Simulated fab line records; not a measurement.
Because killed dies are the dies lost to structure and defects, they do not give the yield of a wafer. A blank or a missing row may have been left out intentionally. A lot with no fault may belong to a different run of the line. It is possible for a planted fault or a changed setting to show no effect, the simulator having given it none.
Problem report in the 8D (eight disciplines) form, filled by code + flow sky130 + the parts of the form that need people (team, actions taken, sign-off) are left out

== 1. WHAT IS WRONG ==
stripTimeToEndpointS at SKY_VIA2_STRIP_16 reads a mean of 3.422 s on 2 wafers of 2 lots; wafers without a fault read 4.020 s with a standard deviation of 0.023. Measured from the usual mean, that is -26 standard deviations.
The step: strips in O2/N2.
First observed at day 40 00:32: wafer L758.5, on plasmaAsher-01. The record has a number at this step for 33 wafers belonging to 11 lots. By rule, "out" or "out of limits" means more than 4 standard deviations away from the usual mean. The other wafers with a number count as sound.

== 2. WHAT IT IS; WHAT IT IS NOT ==
| question                    | is                                 | is not                                                                                             |
|-----------------------------|------------------------------------|----------------------------------------------------------------------------------------------------|
| which readings at this step | stripTimeToEndpointS, oesProductAu | drypumpMotorCurrentA                                                                               |
| which lots                  | L758, L759                         | L746, L748, L752, L755, L761, L762, L763, L764, L765                                               |
| which wafers of those lots  | L758.5, L759.2                     | L758.3, L758.6, L759.1, L759.3                                                                     |
| read on which tools         | plasmaAsher-01                     | plasmaAsher-02, plasmaAsher-04                                                                     |
| when                        | from day 40 00:32                  | up to then (14 sound wafers); but 17 sound wafers of L759, L761, L762, L763, L764, L765 came after |

== 3. THE SUSPECTS, EACH WITH WHAT RULES IT OUT ==
Counting: if a tool at a process step up to the reading ran every lot that is out, it stays a suspect. Sound lots after the first of them don't rule it out here, since some wafers of a struck lot are sound.
- rieDiel-01 at SKY_VIA2_ETCH_15 (etches SiO2 in C4F8/O2/Ar, stops on TiN, target depth 546 nm, time 84 s): kept. It processed each lot that is out (first: L758, day 40 00:26); up to then, its last sound lot is L755 (day 38 23:08).
- plasmaAsher-01 at SKY_VIA2_STRIP_16 (strips in O2/N2): kept. It processed each lot that is out (first: L758, day 40 00:32); up to then, its last sound lot is L752 (day 38 03:15). Its own readings are out on those wafers: oesProductAu, stripTimeToEndpointS.
- rieDiel-01, SKY_VIA2_ETCH_15: wafers that are out in chamber 2, sound lot-mates in chambers 0, 1.
- Within plasmaAsher-01 at SKY_VIA2_STRIP_16: the wafers that are out ran in chamber 0; their sound lot-mates ran in chamber 1.
Left after counting: rieDiel-01 at SKY_VIA2_ETCH_15, plasmaAsher-01 at SKY_VIA2_STRIP_16.

== 4. THE CAUSE (what the simulator had put in) ==
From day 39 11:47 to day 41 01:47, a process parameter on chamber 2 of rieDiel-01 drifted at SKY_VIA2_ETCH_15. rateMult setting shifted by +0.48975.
This tool is one of the 2 suspects left after counting.

== 5. SEQUENCE OF EFFECTS, ordered by route ==
Rows list readings where the struck wafers' mean (over those with a number) sits beyond 3 standard deviations from the usual. Readings are gone through only where the record gives a usual standard deviation; hours: the median, over the lots, of the time from a lot's start at the first step in this table giving one to that lot's start at this step; sigmas: the change measured in usual standard deviations.
| hours | step              | reading              | usual      | on struck wafers | change | sigmas |
|-------|-------------------|----------------------|------------|------------------|--------|--------|
| 0     | SKY_VIA2_STRIP_16 | oesProductAu         | 0.397 a.u. | 0.369            | -0.028 | -6.2   |
| 0     | SKY_VIA2_STRIP_16 | stripTimeToEndpointS | 4.020 s    | 3.422            | -0.598 | -26    |
The process steps in it:
- SKY_VIA2_STRIP_16: strips in O2/N2.
Later steps that measure or inspect, where all struck wafers having a row at the step show a number for every such reading and not one has moved that far: SKY_VIA2_RS_MEAS_22, SKY_VIA2_THK_MEAS_23.

== 6. WHAT WOULD HAVE CAUGHT IT SOONER ==
In this record the first reading out of limits was taken at day 40 00:32, 13 hours after the fault began at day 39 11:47.
No tool reading at SKY_VIA2_ETCH_15 that has a usual standard deviation in the record was out on any struck wafer, so an alarm limit of 4 standard deviations on those readings would not have fired.
Lots out: 2; of these, L759 started SKY_VIA2_ETCH_15 on rieDiel-01 after day 40 00:32. A hold on the tool at that time would have spared it.
